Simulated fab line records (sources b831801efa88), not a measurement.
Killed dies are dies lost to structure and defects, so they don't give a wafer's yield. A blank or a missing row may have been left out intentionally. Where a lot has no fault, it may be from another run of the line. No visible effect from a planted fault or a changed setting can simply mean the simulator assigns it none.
A struck lot beside a sound one :: flow sky130 :: 15 steps out of a route of 708
Sound: the wafers L540.1, L540.3, L540.5. The struck wafers were L541.2, L541.3, L541.4. The cause is named last.
For every step that has rows: the tool of each side, followed by ch and its chambers, followed by its first start. Under that, the readings that differ: sound wafers :: struck wafers :: difference of the means :: sigmas: that difference in standard deviations of wafers without a fault.
alike: readings whose means differ by less than 2 such deviations, and words and numbers that are the same on both sides. not compared: withheld readings, readings that some wafer has no value for, bounds like >300 that may hide the same value, and numbers for which the record gives no deviation and whose values overlap.
A row with sigmas, a row that says differs or no value, or rows on one side alone: a step with any of these is where the two part. Numbers that have no deviation but don't overlap get no sigmas and don't part them. A reading missing from all wafers of one side parts the sides only when that side holds two or more wafers.

first, 5 steps without rows for these wafers: SKY_SONOS_TUNNEL_COAT_02 (resist thk 1140 nm); SKY_SONOS_TUNNEL_SOFTBAKE_03 (time 60 s); SKY_SONOS_TUNNEL_EXPOSE_04 (exposes mask TUNM, target cd 410 nm); SKY_SONOS_TUNNEL_PEB_05; SKY_SONOS_TUNNEL_DEVELOP_06 (develop time 60 s).
SKY_SONOS_TUNNEL_CD_MEAS_07 targets a cd of 410 nm.
  sound on cd sem-01 at day 14 15:38; struck on cd sem-01 at day 14 17:54
  alike: cd nm
SKY_SONOS_TUNNEL_OVL_MEAS_08:
  sound on overlay-02 at day 14 15:45; struck on overlay-01 at day 14 18:01
  alike: SONOS_TUNNEL_OVL
then, 3 steps without rows for these wafers: SKY_SONOS_TUNNEL_IMPLANT_09; SKY_SONOS_TUNNEL_WET_ETCH_10 (etches SiO2 in dHF, target depth 14 nm, time 280 s); SKY_SONOS_TUNNEL_STRIP_11 (strips in SPM, time 600 s).
SKY_SONOS_TUNNEL_TW_MEAS_12:
  sound on film metro-02 at day 14 16:12; struck on film metro-04 at day 14 18:28
  alike: SONOS_TUNNEL_TW
then, 1 step without rows for these wafers: SKY_SONOS_TUNNEL_CLEAN_13 (cleans in dHF, time 20 s).
SKY_SONOS_ONO_OXIDATION_00: stabilise 600 s, purge 300 s, target thk 2.6 nm.
  sound on furnace-02 ch 0, day 14 16:36; struck on furnace-01 ch 0, day 14 21:59
  alike: ramp up c per min, spike tc centre C, tube center temp C
SKY_SONOS_ONO_THK_MEAS_01:
  sound on film metro-02 at day 14 17:57; struck on film metro-03 at day 14 23:20
reading: SONOS_ONO_OXIDATION_THK (nm)
sound: 2.57 2.62 2.56
struck: 4.39 4.42 4.41
difference: +1.82
sigmas: +34
then, 1 step without rows for these wafers: SKY_SONOS_ONO_CVD_02 (deposits Si3N4 from DCS/NH3, target thk 10.5 nm, time 180 s).

WHERE THEY PART
Only at SKY_SONOS_ONO_THK_MEAS_01, within this record.

WHY: the cause the simulator had injected
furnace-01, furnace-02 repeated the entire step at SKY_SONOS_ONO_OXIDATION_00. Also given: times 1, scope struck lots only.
